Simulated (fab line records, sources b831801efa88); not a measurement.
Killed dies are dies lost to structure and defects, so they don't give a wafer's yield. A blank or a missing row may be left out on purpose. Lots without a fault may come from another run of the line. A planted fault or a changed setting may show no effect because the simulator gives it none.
Which tool did it? | flow gf180mcu | 15 lots, 45 wafers sampled, at 3 steps of a route of 602

WHAT THE GAUGES READ, wafer by wafer
GF_HV_LDD_TW_MEAS_23.
lot  | measured     | on            | HV_LDD_2_TW
L437 | day 10 16:05 | film_metro-04 | 1050 1048 1046
L438 | day 11 04:13 | film_metro-04 | 1050 1056 1042
L441 | day 12 03:53 | film_metro-01 | 1053 1058 1051
L442 | day 12 04:02 | film_metro-04 | 1055 1057 1053
L444 | day 12 18:50 | film_metro-03 | 1071 1075 1067
L445 | day 13 01:30 | film_metro-03 | 1074 1067 1073
L446 | day 13 15:47 | film_metro-03 | 1065 1071 1062
L447 | day 13 16:08 | film_metro-04 | 1057 1053 1055
L454 | day 16 03:07 | film_metro-03 | 30 30 30
L455 | day 16 12:44 | film_metro-03 | 30 30 30
L456 | day 16 17:05 | film_metro-01 | 30 30 30
L457 | day 17 10:32 | film_metro-01 | 1041 1046 1046
L459 | day 17 23:15 | film_metro-01 | 1048 1040 1047
L458 | day 18 02:23 | film_metro-03 | 1064 1076 1073
L460 | day 18 08:08 | film_metro-01 | 1052 1049 1053

GF_HV_LDD_CD_MEAS_46: target cd 400 nm.
lot  | measured     | on        | cd_nm (nm)
L437 | day 12 05:17 | cd_sem-01 | 397.1 395.1 399.2
L438 | day 12 17:52 | cd_sem-01 | 396.5 397.3 397.6
L441 | day 13 20:16 | cd_sem-01 | 402.5 402.3 403.2
L442 | day 13 20:35 | cd_sem-01 | 403.3 400.4 399.7
L444 | day 14 11:21 | cd_sem-01 | 400.1 403.2 400.4
L445 | day 14 19:13 | cd_sem-02 | 398.7 401.4 399.1
L446 | day 15 09:52 | cd_sem-02 | 397.6 399.7 400.0
L447 | day 15 10:53 | cd_sem-01 | 401.4 397.9 399.8
L454 | day 18 01:18 | cd_sem-02 | 402.4 401.8 400.7
L455 | day 18 11:35 | cd_sem-01 | 394.3 396.2 394.6
L456 | day 18 16:03 | cd_sem-01 | 399.7 396.5 400.2
L457 | day 19 10:07 | cd_sem-02 | 398.9 398.7 399.5
L459 | day 19 23:43 | cd_sem-02 | 396.0 396.8 394.7
L458 | day 20 01:55 | cd_sem-02 | 395.9 397.2 395.6
L460 | day 20 08:58 | cd_sem-02 | 402.8 401.1 403.0

WHICH TOOL RAN EACH LOT (tool, then ch and the chambers of the sampled wafers, then the start)
lot  | GF_HV_LDD_IMPLANT_21
L437 | implanter-02 ch 0, day 10 15:50
L438 | implanter-01 ch 0, day 11 03:59
L441 | implanter-01 ch 0, day 12 03:40
L442 | implanter-03 ch 0, day 12 03:49
L444 | implanter-03 ch 0, day 12 18:26
L445 | implanter-03 ch 0, day 13 01:17
L446 | implanter-03 ch 0, day 13 15:32
L447 | implanter-01 ch 0, day 13 15:56
L454 | implanter-01, day 16 02:52
L455 | implanter-03, day 16 12:32
L456 | implanter-02, day 16 16:51
L457 | implanter-03 ch 0, day 17 10:17
L459 | implanter-03 ch 0, day 17 23:00
L458 | implanter-02 ch 0, day 18 02:08
L460 | implanter-01 ch 0, day 18 07:53
- GF_HV_LDD_IMPLANT_21

WHAT THE TOOLS THEMSELVES READ (means of the sampled wafers that have a number; where no wafer has one, the mark that the record gives instead)
GF_HV_LDD_IMPLANT_21.
lot  | tool         | beam_energy_keV | beam_on_s (s)
L437 | implanter-02 | 24.994          | 10.03
L438 | implanter-01 | 24.997          | 10.11
L441 | implanter-01 | 24.992          | 10.21
L442 | implanter-03 | 24.994          | 9.98
L444 | implanter-03 | 24.996          | 9.95
L445 | implanter-03 | 25.001          | 10.00
L446 | implanter-03 | 24.995          | 10.16
L447 | implanter-01 | 25.013          | 10.05
L454 | implanter-01 | -               | -
L455 | implanter-03 | -               | -
L456 | implanter-02 | -               | -
L457 | implanter-03 | 25.001          | 10.07
L459 | implanter-03 | 25.005          | 9.87
L458 | implanter-02 | 25.003          | 10.00
L460 | implanter-01 | 25.002          | 10.03

THE ANSWER, worked out from the rows above alone
Rule: what is usual is taken from the lots themselves. Put in order of their means at a reading, lots are off if they are a third of the lots or fewer, leave a main group of 4 or more, and stand apart from it by a gap of 3 or more times the standard deviation of the main group's means; of several such gaps the widest counts. A main group whose means are all the same, to the digits that the tables above print for the reading, isn't used. A lot without any number at a reading at which 4 lots or more have one is off too. The other lots that the step has rows for count as sound. The gauges are gone through in route order, then the tools' own readings, and for those a lot's mean is taken as printed above. The first step at which some lot is off is used, and at that step the reading that is off furthest; a lot without a number counts as furthest.
Off: L454, L455, L456, at GF_HV_LDD_TW_MEAS_23 (HV_LDD_2_TW). The main group: mean 1057, standard deviation 9.9.
A tool fits if, at a process step before that reading, it ran every lot that is off, and no sound lot after the first of them. The gauges at GF_HV_LDD_TW_MEAS_23 aren't tried: what is off there is off at GF_HV_LDD_IMPLANT_21 too, on other tools, and a gauge's error can't cause that. None of those tried fits.

WHAT THE SIMULATOR HAD PUT IN
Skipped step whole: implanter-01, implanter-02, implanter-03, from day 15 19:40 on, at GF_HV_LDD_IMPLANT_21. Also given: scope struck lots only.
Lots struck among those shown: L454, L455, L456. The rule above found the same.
